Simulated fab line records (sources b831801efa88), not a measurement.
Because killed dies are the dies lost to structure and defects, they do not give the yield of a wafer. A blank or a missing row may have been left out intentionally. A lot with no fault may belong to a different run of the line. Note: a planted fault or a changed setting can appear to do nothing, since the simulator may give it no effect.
Chamber matching :: flow gf180mcu :: GF_V3_CVD_02 on pecvd-02: 3 sister chambers
The step deposits SiO2 from TEOS, target thk 850 nm, time 94.851 s. 6 wafers are shown with their chamber, then 10 later ones without.

## EACH WAFER AND ITS CHAMBER
wafer: L082.6
chamber: 1
heater-power-outer-w (W): 388
heater-power-w (W): 658

wafer: L084.2
chamber: 1
heater-power-outer-w (W): 302
heater-power-w (W): 530

wafer: L084.4
chamber: 2
heater-power-outer-w (W): 355
heater-power-w (W): 532

wafer: L084.6
chamber: 0
heater-power-outer-w (W): 371
heater-power-w (W): 664

wafer: L087.2
chamber: 0
heater-power-outer-w (W): 410
heater-power-w (W): 704

wafer: L087.3
chamber: 2
heater-power-outer-w (W): 471
heater-power-w (W): 683

## WAFERS WITH NO CHAMBER GIVEN
wafer: L087.4
heater-power-outer-w (W): 285
heater-power-w (W): 523

wafer: L089.2
heater-power-outer-w (W): 381
heater-power-w (W): 645

wafer: L089.4
heater-power-outer-w (W): 288
heater-power-w (W): 528

wafer: L089.6
heater-power-outer-w (W): 419
heater-power-w (W): 713

wafer: L092.4
heater-power-outer-w (W): 292
heater-power-w (W): 527

wafer: L092.5
heater-power-outer-w (W): 437
heater-power-w (W): 658

wafer: L092.6
heater-power-outer-w (W): 305
heater-power-w (W): 579

wafer: L093.1
heater-power-outer-w (W): 389
heater-power-w (W): 681

wafer: L093.5
heater-power-outer-w (W): 439
heater-power-w (W): 634

wafer: L093.6
heater-power-outer-w (W): 290
heater-power-w (W): 538

## THE CHAMBER EACH PASSED THROUGH
wafer: L087.4
from the rows above: can't be placed: 1 or 2 or 0
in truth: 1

wafer: L089.2
from the rows above: can't be placed: 0 or 2 or 1
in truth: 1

wafer: L089.4
from the rows above: can't be placed: 1 or 2 or 0
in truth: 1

wafer: L089.6
from the rows above: can't be placed: 0 or 2 or 1
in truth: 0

wafer: L092.4
from the rows above: can't be placed: 1 or 2 or 0
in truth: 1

wafer: L092.5
from the rows above: can't be placed: 2 or 0 or 1
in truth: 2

wafer: L092.6
from the rows above: can't be placed: 1 or 2 or 0
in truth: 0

wafer: L093.1
from the rows above: can't be placed: 0 or 2 or 1
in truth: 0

wafer: L093.5
from the rows above: can't be placed: 2 or 0 or 1
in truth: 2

wafer: L093.6
from the rows above: can't be placed: 1 or 2 or 0
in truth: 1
Placed correctly: 0 of 10. Cannot be placed on the basis of these rows: 10; the candidates contain the true chamber in 10. Placed wrongly: 0.
How it was worked out, from the rows above alone: a wafer's distance from a chamber is the root of the sum, over the readings, of the square of ((its reading less the chamber's mean) divided by the reading's scatter). If the next closest chamber is less than 2 further off than the closest, the wafer can't be placed; otherwise it belongs to the closest. Each chamber's mean is taken over the wafers shown for it. The scatter: the root of (the sum of the squares of (reading less its chamber's mean) over the shown wafers, divided by (wafers less chambers)).
